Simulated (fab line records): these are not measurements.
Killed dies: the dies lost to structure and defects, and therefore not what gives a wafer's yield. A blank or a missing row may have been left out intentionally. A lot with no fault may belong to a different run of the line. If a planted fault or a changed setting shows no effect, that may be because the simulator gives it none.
A single fault, viewed from 2 desks || flow sky130 || every desk sees just its own numbers, and what lay behind them comes last

== THE TOOL OWNER'S DESK: litho_track-02 ==
The tool's own readings at SKY_METAL3_DEVELOP_12 (develop time 60 s): means of the sampled wafers that have a number, for each lot that ran on this tool. Marked OUT: a lot whose mean sits more than 4 standard deviations from the usual mean, which makes it out of limits; the brackets give that distance.
Columns: A = developer_temp_C at SKY_METAL3_DEVELOP_12, usual 21.00 C
{"lot": "L225", "first seen here": "day 39 00:00", "A": 20.80}
{"lot": "L230", "first seen here": "day 40 13:00", "A": 20.90}
{"lot": "L232", "first seen here": "day 41 08:00", "A": 21.09}
{"lot": "L233", "first seen here": "day 41 12:00", "A": 21.22}
{"lot": "L239", "first seen here": "day 43 07:00", "A": "21.65 (+5.4) OUT"}
{"lot": "L241", "first seen here": "day 43 14:00", "A": "21.56 (+4.7) OUT"}
{"lot": "L242", "first seen here": "day 43 23:00", "A": "21.66 (+5.5) OUT"}
This desk's finding: out of limits on L239, L241, L242; first on L239, day 43 07:00 (developer_temp_C at SKY_METAL3_DEVELOP_12). L225, L230, L232, L233: within limits.

== AT THE METROLOGY DESK ==
Means of the sampled wafers that have a number, per lot and without regard to the tool the lot ran on: this is what the gauges read. Marked OUT: a lot whose mean sits more than 4 standard deviations from the usual mean, which makes it out of limits; the brackets give that distance.
Columns: A = VIA2_OVL at SKY_VIA2_OVL_MEAS_13, usual 8 nm; B = CAPM_TIN_RS at SKY_CAPM_RS_MEAS_03, usual 6.94 ohm/sq; C = cd_nm at SKY_METAL3_CD_MEAS_13, usual 300.3 nm
{"lot": "L223", "first seen here": "day 35 19:10", "A": 9, "B": 6.87, "C": 300.5}
{"lot": "L225", "first seen here": "day 36 19:27", "A": 4, "B": 6.98, "C": 301.3}
{"lot": "L226", "first seen here": "day 37 07:20", "A": 9, "B": 6.96, "C": 300.5}
{"lot": "L227", "first seen here": "day 37 16:05", "A": 10, "B": 6.77, "C": 300.6}
{"lot": "L228", "first seen here": "day 37 18:56", "A": 7, "B": 6.95, "C": 300.9}
{"lot": "L229", "first seen here": "day 38 00:35", "A": 11, "B": 6.93, "C": 298.9}
{"lot": "L230", "first seen here": "day 38 10:17", "A": 4, "B": 7.00, "C": 301.1}
{"lot": "L231", "first seen here": "day 38 18:08", "A": 5, "B": 7.00, "C": 300.4}
{"lot": "L232", "first seen here": "day 39 05:11", "A": 4, "B": 6.82, "C": 299.6}
{"lot": "L233", "first seen here": "day 39 09:45", "A": 7, "B": 7.14, "C": 301.5}
{"lot": "L239", "first seen here": "day 41 07:11", "A": 13, "B": 6.99, "C": 300.4}
{"lot": "L241", "first seen here": "day 41 14:11", "A": 11, "B": 6.97, "C": 300.8}
{"lot": "L242", "first seen here": "day 42 00:23", "A": 5, "B": 6.76, "C": 298.8}
{"lot": "L243", "first seen here": "day 42 08:49", "A": 11, "B": 6.92, "C": 301.4}
Finding of this desk: none of the 14 lots has anything out of limits.

== PUT TOGETHER ==
At day 43 07:00, on L239, L241, L242, the tool owner's desk was in a position to raise an alarm.
At the metrology desk, nothing out of limits was observed.
The metrology desk holds a record of L239, L241, L242, inside its limits.
On litho_track-02, each named lot ran SKY_METAL3_DEVELOP_12.

== WHAT HAD BEEN PUT IN BY THE SIMULATOR ==
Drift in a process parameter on litho_track-02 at SKY_METAL3_DEVELOP_12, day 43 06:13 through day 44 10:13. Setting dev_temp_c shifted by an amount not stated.
Shown lots that were struck: L239, L241, L242.
Each desk's first reading out of limits, in hours after the fault started: the tool owner's desk, 1.
